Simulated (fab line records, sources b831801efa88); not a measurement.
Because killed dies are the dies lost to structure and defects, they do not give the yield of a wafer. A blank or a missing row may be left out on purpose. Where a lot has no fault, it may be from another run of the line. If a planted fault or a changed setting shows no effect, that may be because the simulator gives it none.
Which tool is to blame?    flow gf180mcu    Sampling: 7 lots, 21 wafers, 2 of 602 route steps

WHAT EACH GAUGE READ, for each wafer
GF_V1_THK_MEAS_01.
lot   measured      on            V1_CVD_00_THK (nm)
L283  day 18 12:11  filmMetro-01  588 593 590
L292  day 22 01:34  filmMetro-01  600 608 612
L294  day 23 01:17  filmMetro-03  591 592 593
L296  day 23 21:49  filmMetro-02  591 594 592
L298  day 24 00:00  filmMetro-01  606 598 587
L300  day 24 16:32  filmMetro-02  601 603 605
L302  day 25 06:59  filmMetro-02  599 601 598

EACH LOT AND THE TOOL THAT RAN IT (in order: tool; ch and the chambers of the sampled wafers; start)
lot   GF_SALICIDE_SPUTTER_03
L283  pvdSputter-03, day 16 09:17
L292  pvdSputter-01, day 19 22:05
L294  pvdSputter-01, day 20 23:55
L296  pvdSputter-03, day 21 19:58
L298  pvdSputter-03, day 21 22:53
L300  pvdSputter-01, day 22 16:59
L302  pvdSputter-03, day 23 07:31
- GF_SALICIDE_SPUTTER_03: material TiN, target thk 20 nm, time 16.7 s.

THE ANSWER, worked out from the rows above alone
Rule: what is usual is taken from the lots themselves. The widest of any qualifying gaps counts: lots, ordered by their means at a reading, are off when they make up no more than a third of the lots, leave a main group of 4 or more, and stand apart from it by 3 or more times the standard deviation of that group's means. A main group is skipped when, at the precision printed for the reading in the tables above, its means are all equal. Also off: a lot with no number at a reading for which 4 or more lots have one. Where the step has rows for the other lots, those lots are counted as sound.
No lot is off at any reading shown: from this, nothing can be told.

WHAT THE SIMULATOR HAD PUT IN
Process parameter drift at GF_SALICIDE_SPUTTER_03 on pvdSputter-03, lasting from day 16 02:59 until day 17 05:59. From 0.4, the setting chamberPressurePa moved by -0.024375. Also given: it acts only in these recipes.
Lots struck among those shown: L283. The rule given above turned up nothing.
